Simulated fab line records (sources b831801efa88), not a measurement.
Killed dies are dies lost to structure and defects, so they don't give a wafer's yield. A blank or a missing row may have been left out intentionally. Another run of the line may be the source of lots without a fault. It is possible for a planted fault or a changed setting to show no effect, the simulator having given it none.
Which tool was responsible? -- flow sky130 -- 13 lots with 39 wafers sampled at 4 steps, on a route of 708 steps

WHAT EACH GAUGE READ, for each wafer
SKY_CONTACT_CD_MEAS_14: target cd 170 nm.
lot,measured,on,cd-nm (nm)
L327,day 31 05:05,cd-sem-01,164.7 166.1 166.3
L326,day 31 08:04,cd-sem-02,169.4 169.3 168.9
L329,day 32 19:12,cd-sem-02,170.3 170.0 171.6
L330,day 33 02:46,cd-sem-01,169.7 170.1 168.7
L332,day 33 13:54,cd-sem-01,170.6 170.7 171.3
L331,day 33 14:28,cd-sem-02,169.1 168.5 168.9
L334,day 34 00:39,cd-sem-01,173.0 170.6 172.5
L335,day 34 12:16,cd-sem-01,170.0 169.9 168.8
L337,day 35 02:01,cd-sem-01,173.8 172.7 171.9
L343,day 36 18:18,cd-sem-01,170.5 169.6 169.5
L347,day 38 13:32,cd-sem-01,171.1 170.3 171.2
L348,day 38 14:21,cd-sem-01,169.1 168.9 169.5
L349,day 38 20:34,cd-sem-01,172.3 170.4 172.5

SKY_VIA1_CD_MEAS_12: target cd 150 nm.
lot,measured,on,cd-nm (nm)
L327,day 33 13:47,cd-sem-01,149.2 148.3 149.2
L326,day 33 17:31,cd-sem-02,150.8 149.3 150.0
L329,day 35 02:39,cd-sem-01,148.7 148.9 147.9
L330,day 35 11:03,cd-sem-02,151.9 151.2 151.3
L332,day 35 21:20,cd-sem-01,153.7 150.6 153.9
L331,day 35 22:00,cd-sem-01,149.7 151.4 150.2
L334,day 36 07:52,cd-sem-02,151.4 150.9 151.6
L335,day 36 19:45,cd-sem-02,149.0 151.0 151.0
L337,day 37 09:18,cd-sem-02,149.2 150.0 148.7
L343,day 39 00:31,cd-sem-02,149.9 151.2 149.0
L347,day 40 18:04,cd-sem-02,150.1 148.2 150.4
L348,day 40 19:12,cd-sem-01,148.8 149.5 151.3
L349,day 41 01:29,cd-sem-01,150.9 150.5 150.5

WHICH TOOL RAN EACH LOT (tool, then ch and the chambers of the sampled wafers, then the start)
lot,SKY_CONTACT_CMP_04,SKY_VIA1_CMP_02
L327,"cmp-01 ch 0,1,2, day 30 01:27","cmp-02 ch 0,1,3, day 32 10:58"
L326,"cmp-02 ch 2,3, day 30 03:52","cmp-02 ch 0,3, day 32 14:22"
L329,"cmp-02 ch 0,2,3, day 31 16:02","cmp-02 ch 0,2,3, day 33 23:51"
L330,"cmp-02 ch 1,3, day 31 23:28","cmp-01 ch 1,2, day 34 08:21"
L332,"cmp-02 ch 0,2,3, day 32 10:32","cmp-01 ch 1,2,3, day 34 18:46"
L331,"cmp-01 ch 0,1,3, day 32 11:35","cmp-02 ch 0,1,2, day 34 20:03"
L334,"cmp-02 ch 0,2,3, day 32 21:52","cmp-01 ch 1,2,3, day 35 04:50"
L335,"cmp-02 ch 2,3, day 33 09:26","cmp-01 ch 0,1,2, day 35 17:35"
L337,"cmp-02 ch 0,1,3, day 33 22:52","cmp-01 ch 0,1,3, day 36 07:19"
L343,"cmp-01 ch 0,1,3, day 35 15:53","cmp-02 ch 0,3, day 37 23:50"
L347,"cmp-02 ch 1,2, day 37 11:57","cmp-01 ch 1,2,3, day 39 16:44"
L348,"cmp-01 ch 0,1,2, day 37 12:56","cmp-02 ch 0,1,2, day 39 17:55"
L349,"cmp-01 ch 1,3, day 37 19:01","cmp-01 ch 0,1, day 40 00:17"
- SKY_CONTACT_CMP_04: polishes SiO2.
- SKY_VIA1_CMP_02: polishes SiO2.

AS READ BY THE TOOLS THEMSELVES (means over the sampled wafers that have a number; for cases with no such wafer, the mark the record gives instead)
SKY_CONTACT_CMP_04.
lot,tool,motor-current-A (A),time-to-endpoint-s (s)
L327,cmp-01,12.4,84
L326,cmp-02,14.4,77
L329,cmp-02,12.7,87
L330,cmp-02,13.2,84
L332,cmp-02,13.1,88
L331,cmp-01,12.6,86
L334,cmp-02,12.7,89
L335,cmp-02,14.1,84
L337,cmp-02,11.3,88
L343,cmp-01,13.1,79
L347,cmp-02,10.2,93
L348,cmp-01,12.3,76
L349,cmp-01,12.7,80

SKY_VIA1_CMP_02.
lot,tool,motor-current-A (A)
L327,cmp-02,12.0
L326,cmp-02,13.9
L329,cmp-02,12.8
L330,cmp-01,12.0
L332,cmp-01,12.1
L331,cmp-02,10.8
L334,cmp-01,12.1
L335,cmp-01,12.5
L337,cmp-01,12.9
L343,cmp-02,12.2
L347,cmp-01,12.3
L348,cmp-02,10.7
L349,cmp-01,12.4

THE ANSWER, worked out from the rows above alone
Rule: what is usual is taken from the lots themselves. Put in order of their means at a reading, lots are off if they are a third of the lots or fewer, leave a main group of 4 or more, and stand apart from it by a gap of 3 or more times the standard deviation of the main group's means; of several such gaps the widest counts. A main group whose means are all the same, to the digits that the tables above print for the reading, isn't used. A lot without any number at a reading at which 4 lots or more have one is off too. All remaining lots with rows at the step are treated as sound. First the gauges in route order, then the tools' own readings, where a lot's mean is used as printed above. At the first step where some lot is off, the reading lying furthest off is the one used; lots without a number count as furthest.
Nothing can be told from this: no lot is off at any reading shown.

WHAT THE SIMULATOR HAD PUT IN
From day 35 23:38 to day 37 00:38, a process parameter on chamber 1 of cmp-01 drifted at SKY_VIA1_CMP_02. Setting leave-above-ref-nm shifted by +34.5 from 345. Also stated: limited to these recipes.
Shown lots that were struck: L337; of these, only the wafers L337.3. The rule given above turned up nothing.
